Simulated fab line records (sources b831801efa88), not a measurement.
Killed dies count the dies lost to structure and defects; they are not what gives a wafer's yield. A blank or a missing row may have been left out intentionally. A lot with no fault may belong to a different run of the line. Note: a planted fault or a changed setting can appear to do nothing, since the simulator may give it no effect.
Matching of chambers | flow sfqLine | 4 sister chambers for SFQ_TRILAYER_I3_VIA_BARC_OPEN_VIA_ETCH_121 on rieDiel-02
The step etches BARC in O2, target depth 125 nm, time 41.7 s. 4 wafers are shown with their chamber, then 6 later ones without.

EACH WAFER AND ITS CHAMBER
wafer  | chamber | drypumpMotorCurrentA (A)
L149.2 | 2       | 6.5
L154.1 | 3       | 6.0
L157.1 | 1       | 5.7
L157.4 | 0       | 5.1

WAFERS WITH NO CHAMBER GIVEN
wafer  | drypumpMotorCurrentA (A)
L157.6 | 6.5
L158.3 | 5.7
L158.4 | 5.1
L168.1 | 6.1
L168.5 | 5.0
L168.6 | 6.0

THE CHAMBER EACH PASSED THROUGH
wafer  | from the rows above | in truth
L157.6 | 2                   | 2
L158.3 | 1                   | 1
L158.4 | 0                   | 0
L168.1 | 3                   | 3
L168.5 | 0                   | 0
L168.6 | 3                   | 3
Correctly placed: 6 of 6. From these rows, 0 cannot be placed. Wrongly placed: 0.
How it was worked out, from the rows above alone: a wafer's distance from a chamber is the root of the sum, over the readings, of the square of ((its reading less the chamber's mean) divided by the reading's scatter). If the next closest chamber is less than 2 further off than the closest, the wafer can't be placed; otherwise it belongs to the closest. For every chamber, the mean is computed from those of its wafers that are shown. The scatter: with one shown wafer a chamber, the root of the mean of the squares of how far each hidden wafer lies from its nearest shown one.
